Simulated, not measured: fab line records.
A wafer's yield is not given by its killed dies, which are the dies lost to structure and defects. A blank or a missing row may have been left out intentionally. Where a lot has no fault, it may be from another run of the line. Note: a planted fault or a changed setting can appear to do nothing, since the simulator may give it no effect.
Split-lot study | flow sfq line | 27 wafers read from 5 lots, route of 325 steps

== THE SPLIT ITSELF ==
At SFQ_TRILAYER_A5C_DEP_PECVD_142 (deposits SiO2 from SiH4/N2O, time 15.556 s, target thk 70 nm), the setting time s was moved away from the recipe's 15.556 s on 6 of the 27 wafers read, by -47.6% to -21.3%. All remaining wafers had this setting at the recipe value.

== FROM THE SPLIT TO THE READING: what the file shows between them, 3 steps ==
- SFQ_TRILAYER_I5_LITHO_COAT_149: resist thk 62 nm
- SFQ_TRILAYER_I5_LITHO_COAT_144: resist thk 650 nm
- SFQ_TRILAYER_C5_BARC_OPEN_VIA_ETCH_210: etches BARC in O2, target depth 125 nm, time 41.7 s

== THE READING ==
oes product au, in a.u., at SFQ_TRILAYER_C5_ETCH_VIA_ETCH_154 (etches SiO2 in CHF3, stops on Nb, target depth 84 nm). Typical for fault-free wafers on this fab line: 0.895 a.u., with standard deviation 0.0094 a.u.

wafer  | tool, chamber at the split | time s as run, s | against the recipe | oes product au, a.u. | against lot-mates on the recipe
L079.1 | pecvd-02, 0                | 15.556           | recipe             | 0.885                | -
L079.2 | pecvd-02, 2                | 15.556           | recipe             | 0.896                | -
L079.3 | pecvd-02, 1                | 15.556           | recipe             | 0.891                | -
L079.4 | pecvd-02, 0                | 15.556           | recipe             | 0.900                | -
L079.5 | pecvd-02, 2                | 15.556           | recipe             | 0.894                | -
L079.6 | pecvd-02, 1                | 15.556           | recipe             | 0.910                | -
L080.1 | pecvd-01, 1                | 15.556           | recipe             | 0.882                | -
L080.2 | pecvd-01, 0                | 15.556           | recipe             | 0.883                | -
L080.3 | pecvd-01, 2                | 15.556           | recipe             | 0.879                | -
L081.1 | pecvd-01, 0                | 15.556           | recipe             | 0.896                | -
L081.2 | pecvd-01, 1                | 15.556           | recipe             | 0.891                | -
L081.3 | pecvd-01, 2                | 15.556           | recipe             | 0.887                | -
L081.4 | pecvd-01, 1                | 15.556           | recipe             | 0.901                | -
L081.5 | pecvd-01, 2                | 15.556           | recipe             | 0.893                | -
L081.6 | pecvd-01, 0                | 15.556           | recipe             | 0.893                | -
L084.1 | pecvd-02, 0                | 15.556           | recipe             | 0.897                | -
L084.2 | pecvd-02, 1                | 15.556           | recipe             | 0.891                | -
L084.3 | pecvd-02, 2                | 8.147            | -47.6%             | 0.658                | -0.239
L084.4 | pecvd-02, 1                | 15.556           | recipe             | 0.902                | -
L084.5 | pecvd-02, 2                | 8.147            | -47.6%             | 0.652                | -0.245
L084.6 | pecvd-02, 0                | 8.147            | -47.6%             | 0.643                | -0.254
L085.1 | pecvd-01, 1                | 15.556           | recipe             | 0.891                | -
L085.2 | pecvd-01, 2                | 15.556           | recipe             | 0.884                | -
L085.3 | pecvd-01, 0                | 15.556           | recipe             | 0.899                | -
L085.4 | pecvd-01, 2                | 12.24            | -21.3%             | 0.788                | -0.103
L085.5 | pecvd-01, 0                | 12.24            | -21.3%             | 0.796                | -0.095
L085.6 | pecvd-01, 1                | 12.24            | -21.3%             | 0.781                | -0.110

FIT RESULTS
A straight line over all 27 wafers: oes product au changes by +0.00505 a.u. for each +1% of time s; r = +1.00; the points scatter about the line by 0.0076 a.u.
The same after taking each lot's own level away (the mean of its wafers on the recipe; 27 wafers): +0.00511 a.u. for each +1%; r = +1.00; scatter 0.0063 a.u.
On that fit, the largest move of time s shifts the reading by 0.24 a.u.
Measured against the standard deviation above, the lots' own levels, which go from 0.8813 to 0.8967 a.u., span 1.6 times it.
The two slopes agree, so the slope changes little with the lot-to-lot level.
Check: with one of the wafers moved furthest among these (-47.6%) left out of the fit, the line predicts -0.245 a.u. for it against its lot-mates. It came out at -0.239 a.u. against them.

== THE WHOLE CHAIN: every reading that the file lists as answering this split, in the file's order ==
step                                | what it does                                                        | reading                                                                                    | change (the file's fit)                  | r (the file's)
SFQ_TRILAYER_A5C_DEP_PECVD_142      | deposits SiO2 from SiH4/N2O, time 15.556 s, target thk 70 nm        | SiO2_of_TRILAYER_A5C_DEP_PECVD_142.thk nm (the simulator's own value, which no gauge read) | +0.693 nm for each +1% of the setting    | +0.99
SFQ_TRILAYER_C5_ETCH_VIA_ETCH_154   | etches SiO2 in CHF3, stops on Nb, target depth 84 nm                | oes product au                                                                             | +0.0051 a.u. for each +1% of the setting | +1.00
SFQ_TRILAYER_C5_ETCH_VIA_ETCH_154   | etches SiO2 in CHF3, stops on Nb, target depth 84 nm                | etch.depth nm (the simulator's own value, which no gauge read)                             | +0.693 nm for each +1% of the setting    | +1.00
SFQ_TRILAYER_C5_ETCH_VIA_ETCH_154   | etches SiO2 in CHF3, stops on Nb, target depth 84 nm                | C5.feature depth nm (the simulator's own value, which no gauge read)                       | +0.693 nm for each +1% of the setting    | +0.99
SFQ_TRILAYER_M6_ETCH_METAL_ETCH_162 | etches Nb in Cl2/Ar, stops on SiO2, target depth 240 nm, time 120 s | SiO2_of_TRILAYER_A5C_DEP_PECVD_142.thk nm (the simulator's own value, which no gauge read) | +0.613 nm for each +1% of the setting    | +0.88

== FILE'S OWN FIT ==
oes product au changes by +0.0051 a.u. for each +1% of time s, r = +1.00.
